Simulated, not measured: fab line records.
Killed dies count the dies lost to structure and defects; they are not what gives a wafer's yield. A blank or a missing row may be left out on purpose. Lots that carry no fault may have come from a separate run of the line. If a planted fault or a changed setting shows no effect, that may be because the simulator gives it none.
fab line records    flow sfq-line
record lots=5  wafers=23
route steps=325 shown JJ@189 R5@217 I5@228 C5@247 M6@256 I6@270 M7@286 I7@300
start-h: the number of hours between the record's first day and the start of the first shown wafer of the lot    wait-h: time in hours since the lot's previous step    " repeats the value in the row above    L1.1+2: one row covering several wafers at once    - no value, or no start was given    * or withheld: withheld    < > ~ a bound
route shown NAME@n: names a module that has steps shown in the file, with the first one's number in the route    usual: average and standard deviation across the fault-free wafers    same: alike in all rows    chamber/n: place in a boat    sites: readings site by site    _std_site: their standard deviation    _edge_site: outer sites' mean less inner sites'    radius-mm: how far each site lies from the wafer's centre    mask NAME#n: copy n    behind: the tool/chamber that last shaped the wafer    hold: reason for holding the lot/hours on hold/outcome of the hold    device: the n, p or np transistor that did not switch    end of line: tests of these same wafers at the route's end    a step given without rows: its recipe and nothing more    killed: dies that structure and defects cost at the first sort, which is not the same as the wafer's yield    map: shows each die of a wafer: x if killed, . if not, _ if none is there
set.NAME: the setting the step ran with; set.NAME@STEP: the setting that earlier step ran with    model.NAME: the simulator's own value behind a step, which no gauge read
lots run with intentionally changed settings; tables by step, rows by wafer
## steps
# step SFQ_TRILAYER_JJ_CE_LITHO_PEB_117
# recipe peb-temp-c=115  peb-time-s=60  resist=KrF
lot.wafer       tool            chamber  start-h  wait-h  set.peb-temp-c
L076.1+2+3      litho-track-03  0        1010.52  1.0     111.3
L076.5+6        "               0        "        "       115
L077.1+3+6      litho-track-03  0        1016.52  1.0     115
L077.4+5        "               0        "        "       116.3
L079.1+3+4      litho-track-03  0        1054.83  1.0     112.6
L079.5+6        "               0        "        "       115
L081.1+3+4      litho-track-01  0        1075.23  1.0     115
L083.1+2+3+4+6  litho-track-03  0        1102.05  1.0     115
# step SFQ_TRILAYER_JJ_CE_LITHO_DEVELOP_116
# recipe time-s=60  resist=KrF
# step SFQ_TRILAYER_JJ_CE_METRO_MEASURE_117
# usual cd-nm=699.7/1.2
lot.wafer  tool       chamber  start-h  wait-h  set.peb-temp-c@TRILAYER_JJ_CE_LITHO_PEB_117  cd-nm
L076.1     cd-sem-02  -        1010.85  0.0     111.3                                        777.3
L076.2     "          -        "        "       111.3                                        778.4
L076.3     "          -        "        "       111.3                                        777.9
L076.5     "          -        "        "       115                                          698.3
L076.6     "          -        "        "       115                                          698.9
L077.1     cd-sem-01  -        1016.85  0.0     115                                          699.8
L077.3     "          -        "        "       115                                          697.5
L077.4     "          -        "        "       116.3                                        676.8
L077.5     "          -        "        "       116.3                                        676.4
L077.6     "          -        "        "       115                                          698.1
L079.1     cd-sem-01  -        1055.16  0.0     112.6                                        748.2
L079.3     "          -        "        "       112.6                                        747.8
L079.4     "          -        "        "       112.6                                        747.6
L079.5     "          -        "        "       115                                          699.1
L079.6     "          -        "        "       115                                          700.2
L081.1     cd-sem-01  -        1075.56  0.0     115                                          699.0
L081.3     "          -        "        "       115                                          699.1
L081.4     "          -        "        "       115                                          699.7
L083.1     cd-sem-01  -        1102.38  0.0     115                                          699.5
L083.2     "          -        "        "       115                                          699.2
L083.3     "          -        "        "       115                                          698.6
L083.4     "          -        "        "       115                                          698.4
L083.6     "          -        "        "       115                                          700.1
# step SFQ_TRILAYER_JJ_CE_BARC_OPEN_RIE_150
# recipe mask-material=PR  chemistry=O2  target-depth-nm=240  target=BARC  icp-w=600  bias-w=80  pressure-mtorr=10  time-s=80
lot.wafer  tool          chamber  start-h  wait-h  set.peb-temp-c@TRILAYER_JJ_CE_LITHO_PEB_117  model.JJ.cd-nm
L076.1     rie-metal-04  1        1012.05  1.0     111.3                                        777
L076.2     "             0        "        "       111.3                                        777.8
L076.3     "             0        "        "       111.3                                        777.1
L076.5     "             1        "        "       115                                          698
L076.6     "             0        "        "       115                                          698.7
L077.1     rie-metal-04  1        1018.05  1.0     115                                          698.9
L077.3     "             1        "        "       115                                          695.8
L077.4     "             0        "        "       116.3                                        675.4
L077.5     "             1        "        "       116.3                                        675.2
L077.6     "             0        "        "       115                                          697.7
L079.1     rie-metal-04  1        1056.36  1.0     112.6                                        746.6
L079.3     "             1        "        "       112.6                                        747
L079.4     "             0        "        "       112.6                                        746.1
L079.5     "             1        "        "       115                                          698.4
L079.6     "             0        "        "       115                                          699.8
L081.1     rie-metal-04  1        1076.76  1.0     115                                          697.8
L081.3     "             1        "        "       115                                          697.6
L081.4     "             0        "        "       115                                          698.7
L083.1+2   rie-metal-02  1,0      1103.58  1.0     115                                          698.7
L083.3     "             1        "        "       115                                          698.5
L083.4     "             0        "        "       115                                          698.8
L083.6     "             1        "        "       115                                          699.9
# step SFQ_TRILAYER_R5_LITHO_COAT_141
# recipe resist=BARC  spin-rpm=3000  resist-thk-nm=62
lot.wafer  tool            chamber  start-h  wait-h  set.spin-rpm  model.BARC_of_TRILAYER_R5_LITHO_COAT_141.thk-nm
L076.1     litho-track-04  0        1160.62  0.1     3000          61.99
L076.2+5   "               0        "        "       3000          61.95
L076.3     "               0        "        "       3000          61.83
L076.6     "               0        "        "       3000          62.02
L077.1     litho-track-01  0        1163.62  0.1     2867          63.28
L077.3     "               0        "        "       2867          63.39
L077.4     "               0        "        "       2867          63.14
L077.5     "               0        "        "       3000          61.81
L077.6     "               0        "        "       3000          61.84
L079.1     litho-track-04  0        1184.62  0.1     3000          62.27
L079.3     "               0        "        "       3000          62.18
L079.4     "               0        "        "       2883          63.45
L079.5     "               0        "        "       2883          63.63
L079.6     "               0        "        "       2883          63.43
L081.1     litho-track-01  0        1197.73  0.1     3000          61.8
L081.3     "               0        "        "       3000          61.86
L081.4     "               0        "        "       3000          61.77
L083.1     litho-track-02  0        1215.73  0.1     3121          60.83
L083.2     "               0        "        "       3000          61.88
L083.3     "               0        "        "       3000          62.23
L083.4     "               0        "        "       3121          60.78
L083.6     "               0        "        "       3121          60.81
# step SFQ_TRILAYER_R5_LITHO_PEB_139
# recipe peb-temp-c=115  peb-time-s=60  resist=KrF
lot.wafer       tool            chamber  start-h  wait-h  set.peb-time-s
L076.1+2+3+5+6  litho-track-04  0        1225.10  1.0     60
L077.1+5        litho-track-01  0        1228.70  1.0     60
L077.3+4+6      "               0        "        "       55.33
L079.1+4+6      litho-track-04  0        1249.50  1.0     62.55
L079.3+5        "               0        "        "       60
L081.1+3+4      litho-track-01  0        1262.70  1.0     60
L083.1+3+4      litho-track-01  0        1284.30  1.0     65.61
L083.2+6        "               0        "        "       60
# step SFQ_TRILAYER_R5_LITHO_DEVELOP_138
# recipe time-s=60  resist=KrF
# step SFQ_TRILAYER_R5_BARC_OPEN_METAL_ETCH_177
# recipe mask-material=PR  chemistry=O2  target-depth-nm=125  target=BARC  icp-w=600  bias-w=80  pressure-mtorr=10  time-s=41.7
lot.wafer  tool          chamber  start-h  wait-h  set.peb-time-s@TRILAYER_R5_LITHO_PEB_139  model.R5.cd-nm
L076.1     rie-metal-02  1        1225.43  0.0     60                                        495.2
L076.2     "             0        "        "       60                                        495.8
L076.3     "             1        "        "       60                                        496.1
L076.5     "             1        "        "       60                                        496
L076.6     "             0        "        "       60                                        495.7
L077.1     rie-metal-01  1        1229.03  0.0     60                                        495.9
L077.3     "             1        "        "       55.33                                     509.6
L077.4     "             0        "        "       55.33                                     510.7
L077.5     "             1        "        "       60                                        496.4
L077.6     "             0        "        "       55.33                                     509.4
L079.1     rie-metal-01  0        1249.83  0.0     62.55                                     493.9
L079.3     "             0        "        "       60                                        497.3
L079.4     "             0        "        "       62.55                                     492.5
L079.5     "             0        "        "       60                                        498.3
L079.6     "             0        "        "       62.55                                     492
L081.1     rie-metal-01  1        1263.03  0.0     60                                        498.4
L081.3     "             1        "        "       60                                        497.6
L081.4     "             0        "        "       60                                        498.6
L083.1     rie-metal-03  0        1284.63  0.0     65.61                                     485.4
L083.2     "             1        "        "       60                                        498
L083.3     "             1        "        "       65.61                                     485.9
L083.4     "             0        "        "       65.61                                     485.6
L083.6     "             0        "        "       60                                        496.8
# step SFQ_TRILAYER_A5C_DEP_PECVD_142
# recipe material=SiO2  temp-c=150  time-s=15.556  pressure-torr=2.4  rf-w=183.3  precursor=SiH4/N2O  target-thk-nm=70
lot.wafer  tool      chamber  start-h  wait-h  set.time-s  model.SiO2_of_TRILAYER_A5C_DEP_PECVD_142.thk-nm
L076.1     pecvd-02  2        1226.33  0.0     15.556      70.59
L076.2     "         1        "        "       15.556      69.97
L076.3     "         0        "        "       14.71       65.51
L076.5     "         1        "        "       15.556      71.96
L076.6     "         2        "        "       14.71       68.31
L077.1     pecvd-01  1        1229.93  0.0     14.59       63.56
L077.3     "         0        "        "       14.59       65.03
L077.4     "         2        "        "       15.556      69.27
L077.5     "         1        "        "       14.59       64.34
L077.6     "         0        "        "       15.556      70.71
L079.1     pecvd-02  0        1251.52  0.0     17.44       77.85
L079.3     "         1        "        "       15.556      69.89
L079.4     "         0        "        "       15.556      70.6
L079.5     "         2        "        "       17.44       79.31
L079.6     "         1        "        "       17.44       79.22
L081.1     pecvd-01  0        1263.93  0.0     15.556      70.26
L081.3     "         2        "        "       15.556      68.3
L081.4     "         1        "        "       15.556      70.32
L083.1     pecvd-01  2        1285.53  0.0     15.556      67.85
L083.2     "         1        "        "       15.556      68.81
L083.3     "         0        "        "       16.22       73.23
L083.4     "         1        "        "       16.22       73.12
L083.6     "         2        "        "       16.22       73
# step SFQ_TRILAYER_I5_LITHO_EXPOSE_145
# recipe mask-id=I5  na=0.6  source-shape=conventional  sigma-outer=0.65  target-cd-nm=700  dose-mj=21.3
lot.wafer       tool            chamber  start-h  wait-h  mask  set.dose-mj
L076.1+6        krf-scanner-02  0        1277.26  -       I5#0  22.4
L076.2+3+5      "               0        "        "       I5#0  21.3
L077.1+3        krf-scanner-02  0        1282.06  -       I5#0  22.62
L077.4+5+6      "               0        "        "       I5#0  21.3
L079.1+3+6      krf-scanner-02  0        1295.26  -       I5#0  21.74
L079.4+5        "               0        "        "       I5#0  21.3
L081.1+3+4      krf-scanner-02  0        1341.71  -       I5#0  21.3
L083.1+2+3+4+6  krf-scanner-02  0        1360.91  -       I5#0  21.3
# step SFQ_TRILAYER_I5_LITHO_PEB_147
# recipe peb-temp-c=115  peb-time-s=60  resist=KrF
# step SFQ_TRILAYER_I5_LITHO_DEVELOP_146
# recipe time-s=60  resist=KrF
# step SFQ_TRILAYER_I5_BARC_OPEN_VIA_ETCH_200
# recipe mask-material=PR  chemistry=O2  target-depth-nm=125  target=BARC  source-w=500  bias-w=80  pressure-mtorr=30  time-s=41.7
lot.wafer  tool         chamber  start-h  wait-h  set.dose-mj@TRILAYER_I5_LITHO_EXPOSE_145  model.I5.cd-nm
L076.1     rie-diel-02  0        1278.79  0.0     22.4                                      707.3
L076.2     "            3        "        "       21.3                                      699
L076.3     "            2        "        "       21.3                                      699.8
L076.5     "            1        "        "       21.3                                      700.8
L076.6     "            0        "        "       22.4                                      707.6
L077.1     rie-diel-02  2        1283.59  0.0     22.62                                     712.5
L077.3     "            3        "        "       22.62                                     712.4
L077.4     "            1        "        "       21.3                                      702.4
L077.5     "            1        "        "       21.3                                      703.3
L077.6     "            0        "        "       21.3                                      700.4
L079.1     rie-diel-04  3        1296.79  0.0     21.74                                     703.8
L079.3     "            2        "        "       21.74                                     704.6
L079.4     "            0        "        "       21.3                                      701.5
L079.5     "            1        "        "       21.3                                      705.5
L079.6     "            0        "        "       21.74                                     704.1
L081.1     rie-diel-04  0        1343.24  0.0     21.3                                      701
L081.3     "            3        "        "       21.3                                      698.5
L081.4     "            3        "        "       21.3                                      699.8
L083.1     rie-diel-01  2        1362.44  0.0     21.3                                      697.1
L083.2     "            3        "        "       21.3                                      696.1
L083.3     "            0        "        "       21.3                                      696.8
L083.4     "            1        "        "       21.3                                      696.5
L083.6     "            1        "        "       21.3                                      697.5
# step SFQ_TRILAYER_I5_ETCH_VIA_ETCH_147
# recipe stop-on=Nb  mask-material=PR  chemistry=CHF3  target-depth-nm=360  source-w=500  bias-w=80  pressure-mtorr=30  time-s=withheld
lot.wafer  tool         chamber  start-h  wait-h  set.dose-mj@TRILAYER_I5_LITHO_EXPOSE_145  model.I5.cd-nm
L076.1     rie-diel-02  0        1278.83  0.0     22.4                                      707
L076.2     "            3        "        "       21.3                                      700.9
L076.3     "            2        "        "       21.3                                      700.3
L076.5     "            1        "        "       21.3                                      702.1
L076.6     "            0        "        "       22.4                                      707.2
L077.1     rie-diel-02  2        1283.63  0.0     22.62                                     714.9
L077.3     "            3        "        "       22.62                                     714.8
L077.4+5   "            1        "        "       21.3                                      704.4
L077.6     "            0        "        "       21.3                                      703.2
L079.1     rie-diel-04  3        1296.83  0.0     21.74                                     705.8
L079.3     "            2        "        "       21.74                                     706.1
L079.4     "            0        "        "       21.3                                      702.7
L079.5     "            1        "        "       21.3                                      707.4
L079.6     "            0        "        "       21.74                                     705.3
L081.1     rie-diel-04  0        1343.28  0.0     21.3                                      703
L081.3     "            3        "        "       21.3                                      701
L081.4     "            3        "        "       21.3                                      701.5
L083.1     rie-diel-01  2        1362.48  0.0     21.3                                      694.9
L083.2     "            3        "        "       21.3                                      702
L083.3     "            0        "        "       21.3                                      697.3
L083.4     "            1        "        "       21.3                                      696.4
L083.6     "            1        "        "       21.3                                      698.1
# step SFQ_TRILAYER_C5_BARC_OPEN_VIA_ETCH_210
# recipe mask-material=PR  chemistry=O2  target-depth-nm=125  target=BARC  source-w=500  bias-w=80  pressure-mtorr=30  time-s=41.7
lot.wafer       tool         chamber    start-h  wait-h  set.bias-w
L076.1+2+3+5+6  rie-diel-02  2,3,0,2,3  1358.35  0.0     80
L077.1+4        rie-diel-01  0,2        1366.75  0.0     72.85
L077.3+5+6      "            1,2,3      "        "       80
L079.1+5        rie-diel-03  2,1        1379.95  0.0     80
L079.3+4+6      "            1,0,2      "        "       84.06
L081.1+3+4      rie-diel-03  1,2,3      1412.35  0.0     80
L083.1+2+3+4+6  rie-diel-01  1,0,3,1,3  1427.95  0.0     80
# step SFQ_TRILAYER_C5_ETCH_VIA_ETCH_154
# recipe target=SiO2  mask-material=PR  chemistry=CHF3  target-depth-nm=84  source-w=500  bias-w=80  pressure-mtorr=30  time-s=withheld  stop-on=Nb
# usual oes-product-au=0.895/0.0094
lot.wafer  tool         chamber  start-h  wait-h  set.time-s@TRILAYER_A5C_DEP_PECVD_142  oes-product-au  model.C5.feature-depth-nm  model.etch.depth-nm
L076.1     rie-diel-02  2        1358.39  0.0     *                                      0.904           70.59                      -
L076.2     "            3        "        "       *                                      0.890           69.97                      -
L076.3     "            0        "        "       *                                      0.861           65.51                      65.51
L076.5     "            2        "        "       *                                      0.910           71.96                      71.96
L076.6     "            3        "        "       *                                      0.888           68.31                      68.31
L077.1     rie-diel-01  0        1366.79  0.0     *                                      0.845           63.56                      -
L077.3     "            1        "        "       *                                      0.863           65.03                      -
L077.4     "            2        "        "       *                                      0.885           69.27                      69.27
L077.5     "            2        "        "       *                                      0.850           64.34                      64.34
L077.6     "            3        "        "       *                                      0.899           70.71                      -
L079.1     rie-diel-03  2        1379.99  0.0     *                                      0.947           77.85                      77.85
L079.3     "            1        "        "       *                                      0.891           69.89                      69.89
L079.4     "            0        "        "       *                                      0.900           70.6                       -
L079.5     "            1        "        "       *                                      0.957           79.31                      -
L079.6     "            2        "        "       *                                      0.973           79.21                      -
L081.1     rie-diel-03  1        1412.39  0.0     *                                      0.896           70.26                      70.26
L081.3     "            2        "        "       *                                      0.887           68.3                       68.3
L081.4     "            3        "        "       *                                      0.901           70.32                      70.32
L083.1     rie-diel-01  1        1427.99  0.0     *                                      0.880           67.85                      -
L083.2     "            0        "        "       *                                      0.880           68.81                      -
L083.3     "            3        "        "       *                                      0.922           73.23                      -
L083.4     "            1        "        "       *                                      0.912           73.12                      -
L083.6     "            3        "        "       *                                      0.920           73                         -
# step SFQ_TRILAYER_M6_LITHO_COAT_159
# recipe resist=KrF  spin-rpm=3000  resist-thk-nm=600
lot.wafer  tool            chamber  start-h  wait-h  set.spin-rpm  model.KrF_of_TRILAYER_M6_LITHO_COAT_159.thk-nm
L076.1     litho-track-01  0        1360.47  0.2     3000          596.8
L076.2     "               0        "        "       3069          591.5
L076.3     "               0        "        "       3069          591
L076.5     "               0        "        "       3000          598.1
L076.6     "               0        "        "       3000          598.8
L077.1     litho-track-01  0        1368.22  0.2     3000          599.1
L077.3     "               0        "        "       3000          600.1
L077.4     "               0        "        "       3000          599.8
L077.5     "               0        "        "       3000          600.4
L077.6     "               0        "        "       3000          597.3
L079.1     litho-track-03  0        1382.02  0.2     3152          584.1
L079.3     "               0        "        "       3152          586.7
L079.4     "               0        "        "       3152          584.8
L079.5     "               0        "        "       3000          598.2
L079.6     "               0        "        "       3000          598.7
L081.1     litho-track-02  0        1414.42  0.2     3000          598.2
L081.3     "               0        "        "       3000          598.4
L081.4     "               0        "        "       3000          599.6
L083.1     litho-track-01  0        1429.42  0.2     2794          620.1
L083.2     "               0        "        "       3000          601.1
L083.3     "               0        "        "       2794          619.8
L083.4     "               0        "        "       3000          603.2
L083.6     "               0        "        "       2794          624.2
# step SFQ_TRILAYER_M6_LITHO_SOFTBAKE_163
# recipe temp-c=withheld  time-s=withheld  resist=KrF
# step SFQ_TRILAYER_M6_LITHO_EXPOSE_160
# recipe mask-id=M6  na=0.6  source-shape=conventional  sigma-outer=0.65  target-cd-nm=500  dose-mj=14.4
# step SFQ_TRILAYER_M6_LITHO_DEVELOP_161
# recipe time-s=60  resist=KrF
# step SFQ_TRILAYER_M6_BARC_OPEN_METAL_ETCH_206
# recipe mask-material=PR  chemistry=O2  target-depth-nm=125  target=BARC  icp-w=600  bias-w=80  pressure-mtorr=10  time-s=41.7
lot.wafer  tool          chamber  start-h  wait-h  set.spin-rpm@TRILAYER_M6_LITHO_COAT_159  model.KrF_of_TRILAYER_M6_LITHO_COAT_159.thk-nm
L076.1     rie-metal-01  0        1432.26  0.0     3000                                     520.3
L076.2     "             1        "        "       3069                                     515
L076.3     "             1        "        "       3069                                     514.2
L076.5     "             1        "        "       3000                                     521.3
L076.6     "             0        "        "       3000                                     522.4
L077.1     rie-metal-04  0        1443.06  0.0     3000                                     522.9
L077.3     "             0        "        "       3000                                     524.3
L077.4     "             1        "        "       3000                                     521.6
L077.5     "             1        "        "       3000                                     522.2
L077.6     "             0        "        "       3000                                     521.4
L079.1     rie-metal-04  1        1456.26  0.0     3152                                     506
L079.3     "             1        "        "       3152                                     509.1
L079.4     "             0        "        "       3152                                     509.5
L079.5     "             0        "        "       3000                                     522.5
L079.6     "             1        "        "       3000                                     520.8
L081.1     rie-metal-03  1        1491.81  0.0     3000                                     520.7
L081.3     "             1        "        "       3000                                     520.5
L081.4     "             0        "        "       3000                                     524.4
L083.1+3   rie-metal-03  1        1507.51  0.0     2794                                     542.4
L083.2     "             0        "        "       3000                                     525.9
L083.4     "             0        "        "       3000                                     528
L083.6     "             1        "        "       2794                                     546.7
# step SFQ_TRILAYER_I6_VIA_LITHO_COAT_174
# recipe resist=BARC  spin-rpm=3000  resist-thk-nm=62
lot.wafer  tool            chamber  start-h  wait-h  set.spin-rpm  model.BARC_of_TRILAYER_I6_VIA_LITHO_COAT_174.thk-nm
L076.1     litho-track-04  0        1453.79  1.0     3000          61.74
L076.2     "               0        "        "       3000          61.87
L076.3     "               0        "        "       2798          64.17
L076.5     "               0        "        "       2798          64.06
L076.6     "               0        "        "       2798          63.99
L077.1+3   litho-track-04  0        1463.81  1.0     3000          61.73
L077.4     "               0        "        "       3000          61.81
L077.5     "               0        "        "       3000          62.01
L077.6     "               0        "        "       3000          61.53
L079.1     litho-track-02  0        1476.53  1.0     3000          62.03
L079.3     "               0        "        "       2918          62.81
L079.4     "               0        "        "       3000          62.05
L079.5     "               0        "        "       2918          62.99
L079.6     "               0        "        "       3000          61.95
L081.1     litho-track-01  0        1508.38  1.0     3000          61.91
L081.3     "               0        "        "       3000          62.15
L081.4     "               0        "        "       3000          61.9
L083.1     litho-track-01  0        1519.31  1.0     2822          64.07
L083.2     "               0        "        "       2822          63.99
L083.3     "               0        "        "       2822          63.91
L083.4     "               0        "        "       3000          62.27
L083.6     "               0        "        "       3000          62.31
# step SFQ_TRILAYER_I6_VIA_ETCH_VIA_ETCH_172
# recipe target=SiO2  stop-on=Nb  mask-material=PR  taper-deg=20  chemistry=CHF3  target-depth-nm=260  source-w=500  bias-w=80  pressure-mtorr=30  time-s=withheld
lot.wafer       tool         chamber    start-h  wait-h  set.source-w
L076.1+2+5      rie-diel-04  1,2,3      1503.24  0.0     549
L076.3+6        "            3,2        "        "       500
L077.1+6        rie-diel-03  1          1512.64  0.0     500
L077.3+4+5      "            2,3,2      "        "       453.7
L079.1+3+6      rie-diel-03  1,2,2      1522.24  0.0     500
L079.4+5        "            0,1        "        "       520.7
L081.1+3+4      rie-diel-02  3,0,1      1563.78  0.0     500
L083.1+2+3+4+6  rie-diel-02  3,1,2,0,2  1576.98  0.0     500
# step SFQ_TRILAYER_M7_LITHO_COAT_177
# recipe resist=KrF  spin-rpm=3000  resist-thk-nm=600
lot.wafer  tool            chamber  start-h  wait-h  set.spin-rpm  model.KrF_of_TRILAYER_M7_LITHO_COAT_177.thk-nm
L076.1     litho-track-04  0        1504.73  0.2     3101          590.2
L076.2     "               0        "        "       3101          592.6
L076.3     "               0        "        "       3101          591.2
L076.5     "               0        "        "       3000          603.3
L076.6     "               0        "        "       3000          601.4
L077.1     litho-track-03  0        1514.13  0.2     2931          605.1
L077.3     "               0        "        "       3000          598.6
L077.4     "               0        "        "       3000          601.1
L077.5     "               0        "        "       2931          606.8
L077.6     "               0        "        "       3000          601
L079.1     litho-track-03  0        1523.73  0.2     3000          600.3
L079.3     "               0        "        "       3000          600.5
L079.4     "               0        "        "       3000          598.9
L079.5     "               0        "        "       3000          599.7
L079.6     "               0        "        "       3000          599.8
L081.1     litho-track-03  0        1565.26  0.2     3000          598.9
L081.3     "               0        "        "       3000          598.2
L081.4     "               0        "        "       3000          596.5
L083.1     litho-track-02  0        1578.48  0.2     3089          590.7
L083.2     "               0        "        "       3000          600.6
L083.3     "               0        "        "       3000          599.8
L083.4     "               0        "        "       3000          601.2
L083.6     "               0        "        "       3089          591.7
# step SFQ_TRILAYER_I7_VIA_LITHO_COAT_192
# recipe resist=BARC  spin-rpm=3000  resist-thk-nm=62
lot.wafer  tool            chamber  start-h  wait-h  set.spin-rpm  model.BARC_of_TRILAYER_I7_VIA_LITHO_COAT_192.thk-nm
L076.1     litho-track-04  0        1582.27  1.0     2786          64.26
L076.2     "               0        "        "       3000          62.05
L076.3     "               0        "        "       2786          64.33
L076.5     "               0        "        "       2786          64.19
L076.6     "               0        "        "       3000          62.04
L077.1     litho-track-01  0        1588.27  1.0     3000          61.61
L077.3+6   "               0        "        "       3000          61.78
L077.4     "               0        "        "       3205          59.78
L077.5     "               0        "        "       3205          59.73
L079.1     litho-track-04  0        1596.67  1.0     3000          61.77
L079.3     "               0        "        "       3000          61.61
L079.4     "               0        "        "       3000          61.71
L079.5     "               0        "        "       3000          61.76
L079.6     "               0        "        "       3000          61.85
L081.1     litho-track-03  0        1624.95  1.0     3000          61.89
L081.3     "               0        "        "       3000          61.82
L081.4     "               0        "        "       3000          61.72
L083.1     litho-track-01  0        1638.90  1.2     3000          61.87
L083.2     "               0        "        "       3000          61.95
L083.3     "               0        "        "       3000          62.12
L083.4     "               0        "        "       3000          61.9
L083.6     "               0        "        "       3000          61.79
## key
split step=SFQ_TRILAYER_JJ_CE_LITHO_PEB_117  setting=peb-temp-c  stated=115  by=wafer
response step=SFQ_TRILAYER_JJ_CE_METRO_MEASURE_117  reading=cd-nm  change=-23.8  per=1%  r=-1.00
response step=SFQ_TRILAYER_JJ_CE_BARC_OPEN_RIE_150  reading=model.JJ.cd-nm  change=-23.6  per=1%  r=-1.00
split step=SFQ_TRILAYER_R5_LITHO_COAT_141  setting=spin-rpm  stated=3000  by=wafer
response step=SFQ_TRILAYER_R5_LITHO_COAT_141  reading=model.BARC_of_TRILAYER_R5_LITHO_COAT_141.thk-nm  change=-0.322  per=1%  r=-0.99
split step=SFQ_TRILAYER_R5_LITHO_PEB_139  setting=peb-time-s  stated=60  by=wafer
response step=SFQ_TRILAYER_R5_BARC_OPEN_METAL_ETCH_177  reading=model.R5.cd-nm  change=-1.44  per=1%  r=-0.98
split step=SFQ_TRILAYER_A5C_DEP_PECVD_142  setting=time-s  stated=15.556  by=wafer
response step=SFQ_TRILAYER_A5C_DEP_PECVD_142  reading=model.SiO2_of_TRILAYER_A5C_DEP_PECVD_142.thk-nm  change=+0.775  per=1%  r=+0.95
response step=SFQ_TRILAYER_C5_ETCH_VIA_ETCH_154  reading=oes-product-au  change=+0.00567  per=1%  r=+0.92
response step=SFQ_TRILAYER_C5_ETCH_VIA_ETCH_154  reading=model.C5.feature-depth-nm  change=+0.775  per=1%  r=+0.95
response step=SFQ_TRILAYER_C5_ETCH_VIA_ETCH_154  reading=model.etch.depth-nm  change=+0.728  per=1%  r=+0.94
split step=SFQ_TRILAYER_I5_LITHO_EXPOSE_145  setting=dose-mj  stated=21.3  by=wafer
response step=SFQ_TRILAYER_I5_BARC_OPEN_VIA_ETCH_200  reading=model.I5.cd-nm  change=+1.51  per=1%  r=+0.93
response step=SFQ_TRILAYER_I5_ETCH_VIA_ETCH_147  reading=model.I5.cd-nm  change=+1.44  per=1%  r=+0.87
split step=SFQ_TRILAYER_C5_BARC_OPEN_VIA_ETCH_210  setting=bias-w  stated=80  by=wafer
response none clear
split step=SFQ_TRILAYER_M6_LITHO_COAT_159  setting=spin-rpm  stated=3000  by=wafer
response step=SFQ_TRILAYER_M6_LITHO_COAT_159  reading=model.KrF_of_TRILAYER_M6_LITHO_COAT_159.thk-nm  change=-2.74  per=1%  r=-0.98
response step=SFQ_TRILAYER_M6_BARC_OPEN_METAL_ETCH_206  reading=model.KrF_of_TRILAYER_M6_LITHO_COAT_159.thk-nm  change=-2.56  per=1%  r=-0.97
split step=SFQ_TRILAYER_I6_VIA_LITHO_COAT_174  setting=spin-rpm  stated=3000  by=wafer
response step=SFQ_TRILAYER_I6_VIA_LITHO_COAT_174  reading=model.BARC_of_TRILAYER_I6_VIA_LITHO_COAT_174.thk-nm  change=-0.316  per=1%  r=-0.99
split step=SFQ_TRILAYER_I6_VIA_ETCH_VIA_ETCH_172  setting=source-w  stated=500  by=wafer
response none in this file
split step=SFQ_TRILAYER_M7_LITHO_COAT_177  setting=spin-rpm  stated=3000  by=wafer
response step=SFQ_TRILAYER_M7_LITHO_COAT_177  reading=model.KrF_of_TRILAYER_M7_LITHO_COAT_177.thk-nm  change=-3.07  per=1%  r=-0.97
split step=SFQ_TRILAYER_I7_VIA_LITHO_COAT_192  setting=spin-rpm  stated=3000  by=wafer
response step=SFQ_TRILAYER_I7_VIA_LITHO_COAT_192  reading=model.BARC_of_TRILAYER_I7_VIA_LITHO_COAT_192.thk-nm  change=-0.3  per=1%  r=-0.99
